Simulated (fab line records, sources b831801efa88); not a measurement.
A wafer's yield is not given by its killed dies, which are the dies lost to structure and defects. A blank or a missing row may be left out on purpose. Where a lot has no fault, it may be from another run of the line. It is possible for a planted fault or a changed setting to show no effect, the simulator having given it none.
Struck lot and sound lot, side by side / flow sky130 / 17 out of 708 route steps
Sound: the wafers L874.1, L874.2, L874.3. Struck: wafers L882.1, L882.2 (left out: L882.4, a lot-mate that was not struck); the cause follows at the end.
For every step that has rows: the tool of each side, followed by ch and its chambers, followed by its first start. Under that, the readings that differ: sound wafers / struck wafers / difference of the means / sigmas: that difference in standard deviations of wafers without a fault.
alike: words and numbers the same on both sides, and readings whose means are apart by under 2 such deviations; not compared: readings that were withheld, readings missing a value for some wafer, numbers with overlapping values and no deviation given by the record, and bounds like >300 which may hide the same value.
Wherever a step has rows on one side only, a row that says differs or no value, or a row with sigmas, the two part there. Non-overlapping numbers with no deviation appear without sigmas and do not part them. A reading that every wafer of one side lacks parts them only if that side has two wafers or more.

first, 1 step without rows for these wafers: SKY_NWELL_IMPLANT_24.
SKY_NWELL_STRIP_25: strips in O2/N2.
  sound on plasma-asher-01 ch 0,1, day 6 09:04; struck on plasma-asher-04 ch 0,1, day 8 17:01
reading=strip-time-to-endpoint-s (s); sound=36.98 37.02 36.91; struck=36.68 36.80; difference=-0.23; sigmas=-2
  alike: drypump-motor-current-A, n2-flow-sccm, o2-flow-sccm, oes-product-au
  not compared: rf-hours-counter-h
SKY_NWELL_TW_MEAS_26:
  sound on film-metro-03 at day 6 09:10; struck on film-metro-01 at day 8 17:07
  alike: NWELL_2_TW
then, 1 step without rows for these wafers: SKY_NWELL_CLEAN_27 (cleans in SC1/SC2, time 150 s).
SKY_NWELL_RTA_28: time 30 s.
  sound on rtp-anneal-01 ch 0, day 6 09:17; struck on rtp-anneal-02 ch 0, day 8 17:14
reading=lamp-power-pct (%); sound=25.31 25.28 25.36; struck=25.14 25.28; difference=-0.11; sigmas=-2
  alike: wafer_temp_C_max
SKY_NWELL_RS_MEAS_29: uses a four-point probe to measure.
  sound on film-metro-04 at day 6 09:23; struck on film-metro-04 at day 8 17:20
  alike: NWELL_RS
SKY_NWELL_RS_MEAS_31: uses a four-point probe to measure.
  sound on film-metro-04 at day 6 09:38; struck on film-metro-04 at day 8 17:34
  alike: PWDE_RS
then, 4 steps without rows for these wafers: SKY_VT_ADJUST_HVTP_DEHYDRATE_00 (time 60 s); SKY_VT_ADJUST_HVTP_HMDS_01 (prime time 60 s); SKY_VT_ADJUST_HVTP_COAT_02 (resist thk 1140 nm); SKY_VT_ADJUST_HVTP_SOFTBAKE_03 (time 60 s).
SKY_VT_ADJUST_HVTP_EXPOSE_04: exposes mask HVTPM, target cd 380 nm.
  sound on iline-stepper-01 ch 0, day 6 18:59; struck on iline-stepper-01 ch 0, day 9 04:02
  alike: mask
then, 2 steps without rows for these wafers: SKY_VT_ADJUST_HVTP_PEB_05; SKY_VT_ADJUST_HVTP_DEVELOP_06 (develop time 60 s).
SKY_VT_ADJUST_HVTP_CD_MEAS_07 targets a cd of 380 nm.
  sound on cd-sem-02 at day 7 04:52; struck on cd-sem-01 at day 9 14:10
  alike: cd-nm
SKY_VT_ADJUST_HVTP_OVL_MEAS_08:
  sound on overlay-01 at day 7 04:59; struck on overlay-02 at day 9 14:17
  alike: VT_ADJUST_HVTP_OVL
following that, these wafers have no rows for 1 step: SKY_PAD_OPEN_PROBE_99.

== WHERE THEY PART ==
Earliest at SKY_NWELL_STRIP_25; latest, in this record, at SKY_NWELL_RTA_28. Later steps at which nothing parts them and some readings are alike: SKY_NWELL_RS_MEAS_29, SKY_NWELL_RS_MEAS_31, SKY_VT_ADJUST_HVTP_EXPOSE_04, SKY_VT_ADJUST_HVTP_CD_MEAS_07, SKY_VT_ADJUST_HVTP_OVL_MEAS_08.

WHY: the cause the simulator had injected
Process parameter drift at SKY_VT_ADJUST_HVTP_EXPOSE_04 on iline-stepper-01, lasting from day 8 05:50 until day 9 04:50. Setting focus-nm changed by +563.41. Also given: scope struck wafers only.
